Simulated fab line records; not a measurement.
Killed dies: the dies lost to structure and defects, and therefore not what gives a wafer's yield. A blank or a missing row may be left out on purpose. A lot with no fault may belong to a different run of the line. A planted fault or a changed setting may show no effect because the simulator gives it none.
Struck lot and sound lot, side by side || flow sky130 || 30 steps out of a route of 708
Sound: these wafers, L476.1, L476.2, L476.3. The struck wafers were L484.3, L484.4, L484.6. The cause is given at the end.
For every step that has rows: the tool of each side, followed by ch and its chambers, followed by its first start. Under that, the readings that differ: sound wafers || struck wafers || difference of the means || sigmas: that difference in standard deviations of wafers without a fault.
alike: a reading whose means differ by less than 2 such deviations, as well as words and numbers matching on both sides. not compared: withheld readings; readings where some wafer has no value; bounds like >300 that might hide an equal value; numbers whose values overlap and for which the record gives no deviation.
The two part at a step that has a row with sigmas, a row that says differs or no value, or rows on one side only. Non-overlapping numbers with no deviation appear without sigmas and do not part them. A reading missing from all wafers of one side parts the sides only when that side holds two or more wafers.

first, 5 steps without rows for these wafers: SKY_SONOS_ONO_COAT_08 (resist thk 1140 nm); SKY_SONOS_ONO_SOFTBAKE_09 (time 60 s); SKY_SONOS_ONO_EXPOSE_10 (exposes mask ONOM, target cd 410 nm); SKY_SONOS_ONO_PEB_11; SKY_SONOS_ONO_DEVELOP_12 (develop time 60 s).
SKY_SONOS_ONO_CD_MEAS_13: target cd 410 nm.
  sound: cd-sem-01 at day 16 16:08; struck: cd-sem-02 at day 19 10:35
  alike: cd-nm
SKY_SONOS_ONO_OVL_MEAS_14:
  sound: overlay-01 at day 16 16:16; struck: overlay-02 at day 19 10:40
  alike: SONOS_ONO_OVL
SKY_SONOS_ONO_ETCH_15: etches the open film in CHF3/O2, target depth 19.52 nm, time 8.101 s.
  sound on rie-diel-02 ch 0,1,2, day 16 16:17; struck on rie-diel-04 ch 0,1,3, day 19 10:41
  alike: chamber-pressure-mTorr, drypump-motor-current-A, oes-product-au, throttle-valve-pct
  not compared: rf-hours-counter-h
then, 1 step without rows for these wafers: SKY_SONOS_ONO_WET_ETCH_16 (etches SiO2 in dHF, target depth 14 nm, time 280 s).
SKY_SONOS_ONO_STRIP_17: strips in O2/N2.
  sound on plasma-asher-01 ch 0,1, day 16 16:24; struck on plasma-asher-01 ch 0,1, day 19 10:50
  alike: chamber-pressure-mTorr, drypump-motor-current-A, oes-product-au, strip-time-to-endpoint-s
  not compared: rf-hours-counter-h
then, 2 steps without rows for these wafers: SKY_SONOS_ONO_WET_ETCH_18 (etches Si3N4 in H3PO4, target depth 15 nm, time 172 s); SKY_GATE_OXIDE_CLEAN_00 (cleans in SC1/SC2, time 150 s).
SKY_GATE_OXIDE_OXIDATION_01: stabilise 600 s, purge 300 s, target thk 10.268 nm.
  sound on furnace-01 ch 0, day 16 17:17; struck on furnace-01 ch 0, day 19 11:01
{"reading": "model.SiO2_of_GATE_OXIDE_OXIDATION_01.thk-nm (nm)", "sound": "10.18 10.29 10.07", "struck": "12.18 12.43 12.42", "difference": "+2.16", "sigmas": ""}
  alike: tube_center_temp_C_max
SKY_GATE_OXIDE_THK_MEAS_02:
  sound: film-metro-04 at day 16 18:41; struck: film-metro-04 at day 19 12:26
{"reading": "GATE_OXIDE_OXIDATION_00_THK (nm)", "sound": "10.13 10.29 10.04", "struck": "12.15 12.46 12.39", "difference": "+2.18", "sigmas": "+12"}
then, 7 steps without rows for these wafers: SKY_GATE_OXIDE_DEHYDRATE_03 (time 60 s); SKY_GATE_OXIDE_HMDS_04 (prime time 60 s); SKY_GATE_OXIDE_COAT_05 (resist thk 1140 nm); SKY_GATE_OXIDE_SOFTBAKE_06 (time 58.68 s); SKY_GATE_OXIDE_EXPOSE_07 (exposes mask LVOM, target cd 600 nm); SKY_GATE_OXIDE_PEB_08; SKY_GATE_OXIDE_DEVELOP_09 (develop time 60 s).
SKY_GATE_OXIDE_OVL_MEAS_10:
  sound: overlay-02 at day 17 23:47; struck: overlay-02 at day 20 19:05
  alike: GATE_OXIDE_OVL
then, 2 steps without rows for these wafers: SKY_GATE_OXIDE_IMPLANT_11; SKY_GATE_OXIDE_WET_ETCH_12 (etches SiO2 in dHF, target depth 16.8 nm, time 336 s).
SKY_GATE_OXIDE_STRIP_13: strips in O2/N2.
  sound on plasma-asher-01 ch 0,1, day 18 00:05; struck on plasma-asher-04 ch 0,1, day 20 19:24
  alike: chamber-pressure-mTorr, drypump-motor-current-A, oes-product-au, strip-time-to-endpoint-s
  not compared: rf-hours-counter-h
SKY_GATE_OXIDE_TW_MEAS_14:
  sound: film-metro-04 at day 18 00:11; struck: film-metro-01 at day 20 19:29
  alike: GATE_OXIDE_TW
then, 1 step without rows for these wafers: SKY_GATE_OXIDE_CLEAN_15 (cleans in SC1/SC2, time 150 s).
SKY_GATE_OXIDE_OXIDATION_16: stabilise 600 s, purge 300 s, target thk 3.57 nm.
  sound on furnace-02 ch 0, day 18 00:17; struck on furnace-01 ch 0, day 20 20:26
{"reading": "model.SiO2_of_GATE_OXIDE_OXIDATION_01.thk-nm (nm)", "sound": "11.56 11.67 11.5", "struck": "13.46 13.69 13.67", "difference": "+2.03", "sigmas": ""}
  alike: tube_center_temp_C_max
then, 1 step without rows for these wafers: SKY_POLY_GATE_CVD_00 (deposits poly-Si, target thk 180 nm, time 720 s).
-- record jumps: 29 days separate the struck wafers' starts on either side; left off in module POLY_GATE, taken up again in module PAD_OPEN, whose first shown step is the route's number 708 --
SKY_PAD_OPEN_PROBE_99:
  sound: prober-02 at day 48 16:49; struck: prober-02 at day 50 07:46
{"reading": "model.etest.nfet_16v.r-on-ohm-um", "sound": "1.411e+04 1.418e+04 1.411e+04", "struck": "1.514e+04 1.512e+04 1.527e+04", "difference": "+1.043e+03", "sigmas": ""}
{"reading": "model.etest.tip-sonos.rs-ohm-sq", "sound": "2645 2675 2643", "struck": "3079 3110 3107", "difference": "+444", "sigmas": ""}
{"reading": "model.etest.pfet-g5v0d10v5.r-on-ohm-um", "sound": "4696 4741 4752", "struck": "5231 5224 5156", "difference": "+474", "sigmas": ""}
{"reading": "model.etest.nfet-g5v0d10v5.r-on-ohm-um", "sound": "1855 1894 1867", "struck": "2060 2054 2063", "difference": "+187", "sigmas": ""}
{"reading": "model.etest.nfet-g5v0d10v5.drive-ua-um", "sound": "609.9 603.9 608.6", "struck": "523 517 523.9", "difference": -86, "sigmas": ""}
{"reading": "model.etest.nfet_05v0_nvt.drive-ua-um", "sound": "573 571 576.3", "struck": "506.5 497.5 501.8", "difference": -71.5, "sigmas": ""}
{"reading": "model.etest.pfet-g5v0d10v5.drive-ua-um", "sound": "348.3 342.9 344.5", "struck": "299.8 297.6 307.7", "difference": -43.5, "sigmas": ""}
  alike: killed_at_M0_to_M3, killed_at_M4_up, killed-at-contacts, killed-at-front-end, killed-at-other, killed-dies, killed-open, killed-short
  not compared: model.etest.pfet_16v.r-on-ohm-um

WHERE THEY PART
At SKY_GATE_OXIDE_THK_MEAS_02 and nowhere else, as far as this record goes. Later steps at which nothing parts them and some readings are alike: SKY_GATE_OXIDE_OVL_MEAS_10, SKY_GATE_OXIDE_STRIP_13, SKY_GATE_OXIDE_TW_MEAS_14, SKY_GATE_OXIDE_OXIDATION_16, SKY_PAD_OPEN_PROBE_99.

WHY: the cause the simulator had injected
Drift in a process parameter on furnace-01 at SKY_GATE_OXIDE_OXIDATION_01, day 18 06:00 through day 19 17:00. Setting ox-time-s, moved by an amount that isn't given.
